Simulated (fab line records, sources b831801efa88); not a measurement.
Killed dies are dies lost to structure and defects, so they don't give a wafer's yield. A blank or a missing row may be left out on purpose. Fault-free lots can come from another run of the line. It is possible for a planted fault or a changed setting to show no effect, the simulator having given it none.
Struck lot and sound lot, side by side	flow sky130	15 steps out of a route of 708
Sound: the wafers L208.2, L208.3, L208.4. Struck: wafers L214.4, L214.6. (L214.3 of the same lot was not struck and is left out.) The cause comes at the end.
At each step with rows: each side's tool, then ch and its chambers, then its first start. Under that, the readings that differ: sound wafers	struck wafers	difference of the means	sigmas: that difference in standard deviations of wafers without a fault.
alike: words and numbers the same on both sides, and readings whose means are apart by under 2 such deviations; not compared: readings that were withheld, readings missing a value for some wafer, numbers with overlapping values and no deviation given by the record, and bounds like >300 which may hide the same value.
The two part at a step that has a row with sigmas, a row that says differs or no value, or rows on one side only. Non-overlapping numbers with no deviation appear without sigmas and do not part them. Lack of a reading on every wafer of one side parts them only where that side has two or more wafers.

SKY_CAP2M_THK_MEAS_01:
  sound on film-metro-01, day 40 23:51; struck on film-metro-04, day 43 16:56
  alike: CAP2M_CVD_00_THK
SKY_CAP2M_SPUTTER_02: material TiN, target thk 200 nm, time 166.7 s.
  sound on pvd-sputter-03, day 40 23:54; struck on pvd-sputter-01, day 43 16:59
  alike: chamber-pressure-pa, throttle-valve-pct
SKY_CAP2M_RS_MEAS_03: uses a four-point probe to measure.
  sound on film-metro-03, day 41 00:02; struck on film-metro-01, day 43 17:07
  alike: CAP2M_TIN_RS
SKY_CAP2M_THK_MEAS_04: measures by xrf.
  sound on film-metro-03, day 41 00:08; struck on film-metro-01, day 43 17:13
  alike: CAP2M_TIN_THK
then, 7 steps without rows for these wafers: SKY_CAP2M_DEHYDRATE_05 (time 60 s); SKY_CAP2M_HMDS_06 (prime time 60 s); SKY_CAP2M_COAT_07 (resist thk 1140 nm); SKY_CAP2M_SOFTBAKE_08 (time 60 s); SKY_CAP2M_EXPOSE_09 (exposes mask CAP2M, target cd 1000 nm); SKY_CAP2M_PEB_10; SKY_CAP2M_DEVELOP_11 (develop time 60 s).
SKY_CAP2M_OVL_MEAS_12:
  sound on overlay-01, day 41 23:37; struck on overlay-01, day 44 14:47
  alike: CAP2M_OVL
SKY_CAP2M_METAL_ETCH_13: etches TiN in Cl2/BCl3, stops on SiO2, target depth 220 nm, time 62.9 s.
  sound on rie-metal-04 ch 0,1, day 41 23:39; struck on rie-metal-04 ch 1, day 44 14:50
reading	sound	struck	difference	sigmas
oes-product-au (a.u.)	0.930 0.937 0.937	1.012 0.988	+0.065	+8
run-length-s (s)	90.9 90.5 90.7	86.4 86.4	-4.3	-10
throttle-valve-pct (%)	21.926 21.902 21.916	21.855 21.884	-0.045	-4
  alike: drypump-motor-current-A, mfc-cl2-sccm
  not compared: rf-hours-counter-h, model.NOVOLAK_of_CAP2M_COAT_07.thk-nm
SKY_CAP2M_STRIP_14: strips in O2/N2.
  sound on plasma-asher-02 ch 0,1, day 41 23:43; struck on plasma-asher-04 ch 1, day 44 14:55
  alike: drypump-motor-current-A, oes-product-au, strip-time-to-endpoint-s
  not compared: rf-hours-counter-h
-- the record jumps here: 5 days lie between the struck wafers' starts before and after (it left off in module CAP2M and takes up again in module PAD_OPEN, whose first step shown is number 708 of the route) --
SKY_PAD_OPEN_PROBE_99:
  sound on prober-02, day 46 22:55; struck on prober-01, day 49 03:08
  alike: defect-limited-yield, killed_at_M0_to_M3, killed_at_M4_up, killed-at-contacts, killed-at-front-end, killed-at-other, killed-dies, killed-open, killed-short, sort_bin_3_pad_short, sort_bin_5_function, sort_bin_6_memory, sort-n-pass, sort-yield-pct

WHERE THEY PART
Only at SKY_CAP2M_METAL_ETCH_13, as far as this record shows. Later steps at which nothing parts them and some readings are alike: SKY_CAP2M_STRIP_14, SKY_PAD_OPEN_PROBE_99.

WHY: what the simulator had put in
rie-metal-04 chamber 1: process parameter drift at SKY_CAP2M_METAL_ETCH_13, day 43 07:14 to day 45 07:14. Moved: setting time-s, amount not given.
